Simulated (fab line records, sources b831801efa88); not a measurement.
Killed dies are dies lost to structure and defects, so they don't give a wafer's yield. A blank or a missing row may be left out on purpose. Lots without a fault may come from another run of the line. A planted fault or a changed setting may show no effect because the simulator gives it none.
Which tool did it? | flow sky130 | 14 lots, 42 wafers sampled, at 2 steps of a route of 708

WHAT THE GAUGES READ, wafer by wafer
The record holds no reading of a measuring or inspecting step that can be judged against a usual standard deviation.

WHICH TOOL RAN EACH LOT (tool, then ch and the chambers of the sampled wafers, then the start)
lot  | SKY_VIA1_CMP_24               | SKY_PAD_OPEN_PROBE_99
L481 | cmp-02 ch 0,3, day 34 14:08   | -
L480 | cmp-02 ch 0,2,3, day 34 21:41 | -
L482 | cmp-02 ch 0,1,3, day 35 00:05 | -
L483 | cmp-02 ch 1,2, day 35 08:26   | -
L491 | cmp-02 ch 1,2, day 38 04:40   | prober-02, day 49 03:11
L492 | cmp-01 ch 0,1,2, day 38 09:47 | prober-01, day 49 07:35
L493 | cmp-02 ch 0,2, day 38 17:29   | prober-02, day 49 11:49
L494 | cmp-01 ch 0,1,2, day 39 01:07 | -
L496 | cmp-01 ch 0,1,2, day 39 20:26 | -
L498 | cmp-01 ch 0,1,2, day 40 04:22 | -
L497 | cmp-01 ch 1,2,3, day 40 07:44 | -
L499 | cmp-02 ch 1,2,3, day 40 09:43 | -
L501 | cmp-01 ch 0,1,3, day 40 20:41 | -
L502 | cmp-02 ch 0,2,3, day 41 02:16 | -
- SKY_VIA1_CMP_24: polishes, stops on SiO2, t overpolish 15 s, target thk 0 nm.
- SKY_PAD_OPEN_PROBE_99

WHAT THE TOOLS THEMSELVES READ (means of the sampled wafers that have a number; where no wafer has one, the mark that the record gives instead)
SKY_VIA1_CMP_24. Usual: motor_current_A 11.2 A, standard deviation 0.71; overpolish_run_s 15.001 s, standard deviation 0.01; time_to_endpoint_s 65.4 s, standard deviation 2.3.
lot  | tool   | motor_current_A (A) | overpolish_run_s (s) | time_to_endpoint_s (s) | flag
L481 | cmp-02 | 12.1                | 14.998               | 68.0                   |
L480 | cmp-02 | 11.6                | 15.000               | 64.9                   |
L482 | cmp-02 | 11.5                | 14.990               | 57.0                   | OFF
L483 | cmp-02 | 10.9                | 15.004               | 54.4                   | OFF
L491 | cmp-02 | 10.9                | 14.997               | 65.6                   |
L492 | cmp-01 | 10.8                | 15.005               | 62.7                   |
L493 | cmp-02 | 11.5                | 14.995               | 67.2                   |
L494 | cmp-01 | 10.6                | 14.997               | 63.2                   |
L496 | cmp-01 | 11.1                | 15.011               | 66.9                   |
L498 | cmp-01 | 10.6                | 14.997               | 68.4                   |
L497 | cmp-01 | 11.1                | 14.997               | 65.3                   |
L499 | cmp-02 | 11.3                | 15.012               | 60.9                   |
L501 | cmp-01 | 11.1                | 14.986               | 66.5                   |
L502 | cmp-02 | 11.6                | 14.998               | 65.1                   |

SKY_PAD_OPEN_PROBE_99. Usual: defect_limited_yield 82.5 %, standard deviation 2; killed_at_M0_to_M3 44, standard deviation 7; killed_at_M4_up 3.0, standard deviation 1.7; killed_at_contacts 24, standard deviation 5.2; killed_at_front_end 15, standard deviation 4.8; killed_at_other 0.2, standard deviation 0.56; killed_dies 86, standard deviation 9.7; killed_open 47, standard deviation 7.1; killed_short 39, standard deviation 6.3; sort_bin_3_pad_short 0.9 %, standard deviation 0.4; sort_bin_5_function 10.3 %, standard deviation 1.6; sort_bin_6_memory 6.3 %, standard deviation 1.2; sort_n_pass 406, standard deviation 9.7; sort_yield_pct 82.5 %, standard deviation 2.
lot  | tool      | defect_limited_yield (%) | killed_at_M0_to_M3 | killed_at_M4_up | killed_at_contacts | killed_at_front_end | killed_at_other | killed_dies | killed_open | killed_short | sort_bin_3_pad_short (%) | sort_bin_5_function (%) | sort_bin_6_memory (%) | sort_n_pass | sort_yield_pct (%) | flag
L491 | prober-02 | 81.2                     | 48                 | 4.3             | 29                 | 10                  | 1.3             | 93          | 55          | 37           | 0.8                      | 10.9                    | 7.1                   | 399         | 81.2               |
L492 | prober-01 | 80.9                     | 48                 | 3.3             | 23                 | 18                  | 1.3             | 94          | 54          | 39           | 1.0                      | 12.0                    | 6.1                   | 398         | 80.9               |
L493 | prober-02 | 82.4                     | 41                 | 3.7             | 25                 | 17                  | 0.7             | 87          | 44          | 43           | 0.9                      | 10.6                    | 6.1                   | 405         | 82.4               |

THE ANSWER, worked out from the rows above alone
Rule: a lot is off if the mean of its wafers that have a number lies more than 3 standard deviations from the usual mean. A lot without any number at a reading at which 4 lots or more have one is off too. The other lots that the step has rows for count as sound. The gauges are gone through in route order, then the tools' own readings, and for those a lot's mean is taken as printed above. The first step at which some lot is off is used, and at that step the reading that is off furthest; a lot without a number counts as furthest.
Off: L482, L483, at SKY_VIA1_CMP_24 (time_to_endpoint_s).
A tool fits if, at that step or a process step before it, it ran every lot that is off, and no sound lot after the first of them. None of those tried fits.

WHAT THE SIMULATOR HAD PUT IN
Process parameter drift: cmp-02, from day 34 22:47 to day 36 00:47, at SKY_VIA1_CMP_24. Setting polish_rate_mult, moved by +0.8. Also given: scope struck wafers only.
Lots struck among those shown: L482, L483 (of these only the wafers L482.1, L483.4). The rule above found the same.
